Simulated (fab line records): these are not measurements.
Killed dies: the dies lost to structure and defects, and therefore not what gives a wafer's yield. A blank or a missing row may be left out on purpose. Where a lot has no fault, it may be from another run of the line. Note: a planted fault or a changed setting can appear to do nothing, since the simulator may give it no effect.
Check of tool commonality :: flow gf180mcu :: 57 wafers sampled across 15 lots

== WHY IT WAS OPENED ==
At GF_VT_IMPLANT_OVL_MEAS_29 the reading VT_IMPLANT_02_OVL is flagged on 4 of 15 lots. Fault-free wafers read 1.2 nm, with a standard deviation of 1.3.
Rule: a lot gets a flag if all its wafers with a number sit over 4 standard deviations from that mean, or if no wafer of it has a number. The rest of the lots are taken to be sound.

lot: L615
measured: day 6 23:19
on: overlay-02
VT_IMPLANT_02_OVL (nm), wafer by wafer: 1.6 0.4 2.2
flag: 

lot: L616
measured: day 7 02:44
on: overlay-01
VT_IMPLANT_02_OVL (nm), wafer by wafer: 0.6 2.3 1.6
flag: 

lot: L617
measured: day 7 08:47
on: overlay-02
VT_IMPLANT_02_OVL (nm), wafer by wafer: 0.7 1.4 2.1
flag: 

lot: L619
measured: day 7 22:10
on: overlay-01
VT_IMPLANT_02_OVL (nm), wafer by wafer: 1.8 0.9 2.8
flag: 

lot: L621
measured: day 8 11:58
on: overlay-01
VT_IMPLANT_02_OVL (nm), wafer by wafer: 0.1 -0.8 1.9
flag: 

lot: L622
measured: day 8 17:05
on: overlay-01
VT_IMPLANT_02_OVL (nm), wafer by wafer: 2.6 1.8 0.7
flag: 

lot: L623
measured: day 9 02:11
on: overlay-01
VT_IMPLANT_02_OVL (nm), wafer by wafer: 0.6 -0.3 3.1
flag: 

lot: L624
measured: day 9 07:13
on: overlay-02
VT_IMPLANT_02_OVL (nm), wafer by wafer: 1.2 0.2 1.0
flag: 

lot: L625
measured: day 9 15:32
on: overlay-01
VT_IMPLANT_02_OVL (nm), wafer by wafer: 2.0 1.8 4.0
flag: 

lot: L626
measured: day 9 20:29
on: overlay-02
VT_IMPLANT_02_OVL (nm), wafer by wafer: 265.9 265.7 265.6 264.2 263.8 264.1
flag: FLAGGED

lot: L627
measured: day 10 02:10
on: overlay-02
VT_IMPLANT_02_OVL (nm), wafer by wafer: 267.4 267.7 266.2 265.5 265.9 265.0
flag: FLAGGED

lot: L628
measured: day 10 08:58
on: overlay-02
VT_IMPLANT_02_OVL (nm), wafer by wafer: -0.6 0.3 1.4
flag: 

lot: L629
measured: day 10 17:58
on: overlay-01
VT_IMPLANT_02_OVL (nm), wafer by wafer: 265.8 265.9 265.8 263.9 264.4 263.8
flag: FLAGGED

lot: L630
measured: day 10 22:05
on: overlay-01
VT_IMPLANT_02_OVL (nm), wafer by wafer: 262.6 263.2 263.8 261.2 261.9 262.1
flag: FLAGGED

lot: L637
measured: day 12 23:13
on: overlay-01
VT_IMPLANT_02_OVL (nm), wafer by wafer: 0.4 1.4 2.5
flag: 
The numbers of the flagged lots are 264.6 nm on average: +263.4 nm against the usual, or +99 or more standard deviations.

== EACH LOT AND THE TOOL IT RAN ON ==
The record holds 1 process step before the reading, out of a route of 602 steps. Each cell gives the tool, then ch followed by the chambers the sampled wafers passed through, then the start.
lot: L615
flag: 
GF_VT_IMPLANT_EXPOSE_26: ilineStepper-02 ch 0, day 6 15:41

lot: L616
flag: 
GF_VT_IMPLANT_EXPOSE_26: ilineStepper-01 ch 0, day 6 19:08

lot: L617
flag: 
GF_VT_IMPLANT_EXPOSE_26: ilineStepper-01 ch 0, day 7 01:16

lot: L619
flag: 
GF_VT_IMPLANT_EXPOSE_26: ilineStepper-01 ch 0, day 7 14:14

lot: L621
flag: 
GF_VT_IMPLANT_EXPOSE_26: ilineStepper-01 ch 0, day 8 04:01

lot: L622
flag: 
GF_VT_IMPLANT_EXPOSE_26: ilineStepper-02 ch 0, day 8 09:35

lot: L623
flag: 
GF_VT_IMPLANT_EXPOSE_26: ilineStepper-02 ch 0, day 8 17:41

lot: L624
flag: 
GF_VT_IMPLANT_EXPOSE_26: ilineStepper-01 ch 0, day 8 23:34

lot: L625
flag: 
GF_VT_IMPLANT_EXPOSE_26: ilineStepper-02 ch 0, day 9 07:22

lot: L626
flag: FLAGGED
GF_VT_IMPLANT_EXPOSE_26: ilineStepper-02 ch 0, day 9 12:14

lot: L627
flag: FLAGGED
GF_VT_IMPLANT_EXPOSE_26: ilineStepper-02 ch 0, day 9 17:57

lot: L628
flag: 
GF_VT_IMPLANT_EXPOSE_26: ilineStepper-01 ch 0, day 10 00:08

lot: L629
flag: FLAGGED
GF_VT_IMPLANT_EXPOSE_26: ilineStepper-02 ch 0, day 10 08:59

lot: L630
flag: FLAGGED
GF_VT_IMPLANT_EXPOSE_26: ilineStepper-02 ch 0, day 10 13:17

lot: L637
flag: 
GF_VT_IMPLANT_EXPOSE_26: ilineStepper-01 ch 0, day 12 13:32
What these steps do:
- GF_VT_IMPLANT_EXPOSE_26: exposes mask LVPWELL HV AREA, target cd 860 nm.
- GF_VT_IMPLANT_OVL_MEAS_29

== FLAGGED OVER TOTAL, TOOL BY TOOL (the gauges that took the reading come last) ==
step: GF_VT_IMPLANT_EXPOSE_26
tool: ilineStepper-01
lots run: 7
flagged: 0
share of the flagged lots: none
sound lots run after its first flagged lot: -

step: GF_VT_IMPLANT_EXPOSE_26
tool: ilineStepper-02
lots run: 8
flagged: 4
share of the flagged lots: all
sound lots run after its first flagged lot: 0

step: GF_VT_IMPLANT_OVL_MEAS_29
tool: overlay-01
lots run: 9
flagged: 2
share of the flagged lots: some
sound lots run after its first flagged lot: 1 (L637)

step: GF_VT_IMPLANT_OVL_MEAS_29
tool: overlay-02
lots run: 6
flagged: 2
share of the flagged lots: some
sound lots run after its first flagged lot: 1 (L628)

== WHAT THE TABLE PERMITS ==
All flagged lots share 1 row of the table, namely ilineStepper-02 at GF_VT_IMPLANT_EXPOSE_26.
- ilineStepper-02 at GF_VT_IMPLANT_EXPOSE_26 ran 8 lots, 4 of them flagged. Its last sound lot is L625 (day 9 07:22), its first flagged lot L626 (day 9 12:14): a fault that began between those two fits.
Left over: one tool, ilineStepper-02 at GF_VT_IMPLANT_EXPOSE_26.

== WHAT THE SIMULATOR HAD INSERTED ==
Scanner matching overlay: ilineStepper-02, from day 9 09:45 on, at GF_VT_IMPLANT_EXPOSE_26. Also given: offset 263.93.
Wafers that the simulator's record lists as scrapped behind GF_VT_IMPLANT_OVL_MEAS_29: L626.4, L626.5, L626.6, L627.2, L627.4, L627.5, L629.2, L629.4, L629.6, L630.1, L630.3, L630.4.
Struck lots among those shown: L626, L627, L629, L630. The rule given above showed the same thing.
